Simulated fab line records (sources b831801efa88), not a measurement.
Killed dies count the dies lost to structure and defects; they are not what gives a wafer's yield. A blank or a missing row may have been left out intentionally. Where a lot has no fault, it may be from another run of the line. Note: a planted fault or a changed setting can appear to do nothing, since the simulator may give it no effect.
Which tool was responsible? ; flow gf180mcu ; 21 wafers from 7 lots sampled at 3 of the route's 602 steps

WHAT THE GAUGES SHOWED, per wafer
GF_HV_LDD_RS_MEAS_53: the measuring method here is four-point-probe.
lot;measured;on;HV_LDD_RS (ohm/sq)
L193;day 12 20:52;film metro-01;416.7 417.4 416.4
L195;day 13 15:29;film metro-03;419.1 419.5 420.3
L197;day 14 08:00;film metro-04;418.1 417.7 417.7
L200;day 15 01:12;film metro-04;417.7 418.0 418.4
L209;day 18 01:53;film metro-01;408.6 409.0 410.9
L211;day 19 00:41;film metro-03;419.0 419.8 419.9
L213;day 19 10:17;film metro-03;419.0 419.2 420.8

EACH LOT AND THE TOOL THAT RAN IT (in order: tool; ch and the chambers of the sampled wafers; start)
lot;GF_VT_IMPLANT_RTA_45;GF_HV_LDD_IMPLANT_09
L193;rtp anneal-01 ch 0, day 7 22:51;implanter-01 ch 0, day 10 11:24
L195;rtp anneal-02 ch 0, day 8 12:57;implanter-02 ch 0, day 11 03:34
L197;rtp anneal-01 ch 0, day 9 06:10;implanter-04 ch 0, day 11 18:58
L200;rtp anneal-01 ch 0, day 9 18:41;implanter-02 ch 0, day 12 10:32
L209;rtp anneal-02 ch 0, day 12 07:50;implanter-02 ch 0, day 15 05:06
L211;rtp anneal-02 ch 0, day 13 02:32;implanter-01 ch 0, day 16 02:02
L213;rtp anneal-02 ch 0, day 13 10:36;implanter-01 ch 0, day 16 10:40
- GF_VT_IMPLANT_RTA_45: time 30 s.
- GF_HV_LDD_IMPLANT_09

THE ANSWER, worked out from the rows above alone
Rule: usual is defined by the lots themselves. The widest of any qualifying gaps counts: lots, ordered by their means at a reading, are off when they make up no more than a third of the lots, leave a main group of 4 or more, and stand apart from it by 3 or more times the standard deviation of that group's means. Not used: any main group whose means are identical at the precision the tables above print for the reading. Also off: a lot with no number at a reading for which 4 or more lots have one. All remaining lots with rows at the step are treated as sound.
Off: at GF_HV_LDD_RS_MEAS_53 (HV_LDD_RS), L209. The main group: mean 418.6 ohm/sq, standard deviation 1.1.
If a tool, at a process step before that reading, ran all the lots that are off and no sound lot after the first of them, it fits. Those tools and the gauges at GF_HV_LDD_RS_MEAS_53 are tried in the same way. 2 tools fit, implanter-02 at GF_HV_LDD_IMPLANT_09 and film metro-01 at GF_HV_LDD_RS_MEAS_53, so this cannot tell which one it is.

WHAT THE SIMULATOR HAD PUT IN
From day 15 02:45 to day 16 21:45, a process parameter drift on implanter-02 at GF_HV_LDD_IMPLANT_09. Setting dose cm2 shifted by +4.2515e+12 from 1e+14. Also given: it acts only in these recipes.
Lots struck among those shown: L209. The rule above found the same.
